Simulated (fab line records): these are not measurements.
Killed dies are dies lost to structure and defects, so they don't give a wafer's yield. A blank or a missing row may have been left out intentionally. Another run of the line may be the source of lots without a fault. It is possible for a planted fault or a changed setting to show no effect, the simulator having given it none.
Check for tools in common | flow gf180mcu | Sampled: 12 lots, 36 wafers

WHAT PROMPTED THE OPENING
Flagged at GF_M1_CD_MEAS_14: reading cd nm, on 3 of 12 lots. No-fault wafers: 230.2 nm, standard deviation 1.2.
Rule: a lot gets a flag if all its wafers with a number sit over 4 standard deviations from that mean, or if no wafer of it has a number. The rest of the lots are taken to be sound.

lot  | measured     | on        | cd nm (nm), wafer by wafer | flag
L931 | day 17 04:44 | cd sem-02 | 229.8 228.2 229.6          |
L932 | day 17 05:14 | cd sem-01 | 230.8 231.6 231.3          |
L935 | day 18 09:26 | cd sem-02 | 231.0 230.4 230.8          |
L937 | day 19 08:35 | cd sem-01 | 227.8 228.4 229.3          |
L938 | day 19 11:56 | cd sem-01 | 229.3 231.2 230.4          |
L939 | day 19 21:28 | cd sem-02 | 228.4 229.2 229.3          |
L940 | day 20 05:08 | cd sem-01 | 229.6 230.8 231.0          |
L947 | day 23 03:15 | cd sem-02 | 232.2 233.1 231.5          |
L948 | day 23 07:10 | cd sem-02 | 241.7 240.9 242.4          | FLAGGED
L949 | day 23 16:35 | cd sem-02 | 243.8 243.7 244.8          | FLAGGED
L950 | day 24 06:04 | cd sem-02 | 237.7 237.4 237.2          | FLAGGED
L953 | day 25 08:05 | cd sem-01 | 230.5 231.0 229.7          |
Average over the flagged lots: 241.1 nm; offset from the usual +10.9 nm, equal to +9 standard deviations.

WHICH TOOL EACH LOT WENT THROUGH
2 process steps preceding the reading are held in the record, out of 602 steps in the route. Every cell lists first the tool, next ch and the chambers used by the sampled wafers, and last the start.
lot  | flag    | GF_CONTACT_SPUTTER_22        | GF_M1_EXPOSE_11
L931 |         | pvd sputter-03, day 16 05:11 | krf scanner-01 ch 0, day 16 18:25
L932 |         | pvd sputter-01, day 16 06:35 | krf scanner-01 ch 0, day 16 18:32
L935 |         | pvd sputter-01, day 17 09:47 | krf scanner-01 ch 0, day 17 22:23
L937 |         | pvd sputter-02, day 18 08:09 | krf scanner-01 ch 0, day 18 20:36
L938 |         | pvd sputter-02, day 18 10:55 | krf scanner-01 ch 0, day 19 00:11
L939 |         | pvd sputter-01, day 18 20:03 | krf scanner-02 ch 0, day 19 09:37
L940 |         | pvd sputter-01, day 19 03:24 | krf scanner-02 ch 0, day 19 16:13
L947 |         | pvd sputter-02, day 22 03:26 | krf scanner-02 ch 0, day 22 16:00
L948 | FLAGGED | pvd sputter-02, day 22 07:03 | krf scanner-01 ch 0, day 22 19:20
L949 | FLAGGED | pvd sputter-02, day 22 17:09 | krf scanner-01 ch 0, day 23 06:08
L950 | FLAGGED | pvd sputter-01, day 23 07:11 | krf scanner-01 ch 0, day 23 19:02
L953 |         | pvd sputter-03, day 24 09:48 | krf scanner-02 ch 0, day 24 21:21
These steps, and what they do:
- GF_CONTACT_SPUTTER_22: material Ti, target thk 15 nm, time 80.02 s.
- GF_M1_EXPOSE_11: exposes mask Metal1, target cd 230 nm.
- GF_M1_CD_MEAS_14: target cd 230 nm.

FLAGGED AGAINST TOTAL, ONE TOOL AT A TIME (gauges that did the reading follow at the end)
step                  | tool           | lots run | flagged | share of the flagged lots | sound lots run after its first flagged lot
GF_CONTACT_SPUTTER_22 | pvd sputter-01 | 5        | 1       | some                      | 0
GF_CONTACT_SPUTTER_22 | pvd sputter-02 | 5        | 2       | some                      | 0
GF_CONTACT_SPUTTER_22 | pvd sputter-03 | 2        | 0       | none                      | -
GF_M1_EXPOSE_11       | krf scanner-01 | 8        | 3       | all                       | 0
GF_M1_EXPOSE_11       | krf scanner-02 | 4        | 0       | none                      | -
GF_M1_CD_MEAS_14      | cd sem-01      | 5        | 0       | none                      | -
GF_M1_CD_MEAS_14      | cd sem-02      | 7        | 3       | all                       | 0

WHAT THE TABLE ALLOWS
krf scanner-01 at GF_M1_EXPOSE_11 and cd sem-02 at GF_M1_CD_MEAS_14 are the 2 rows of the table that ran each flagged lot.
- krf scanner-01 at GF_M1_EXPOSE_11: 3 of its 8 lots flagged. It ran its last sound lot, L938, at day 19 00:11 and its first flagged lot, L948, at day 22 19:20: a fault with its onset between the two fits. Its own readings (exposure dose mJ cm2) fall more than 4 standard deviations out on all wafers of the flagged lots.
- cd sem-02 at GF_M1_CD_MEAS_14: 3 of its 7 lots flagged. It ran its last sound lot, L947, at day 23 03:15 and its first flagged lot, L948, at day 23 07:10: a fault with its onset between the two fits.
A lot count leaves these 2 tools indistinguishable: every one of them fits a fault beginning at some hour. More lots, or a look at what each step does to the wafer, might.

WHAT THE SIMULATOR PUT IN
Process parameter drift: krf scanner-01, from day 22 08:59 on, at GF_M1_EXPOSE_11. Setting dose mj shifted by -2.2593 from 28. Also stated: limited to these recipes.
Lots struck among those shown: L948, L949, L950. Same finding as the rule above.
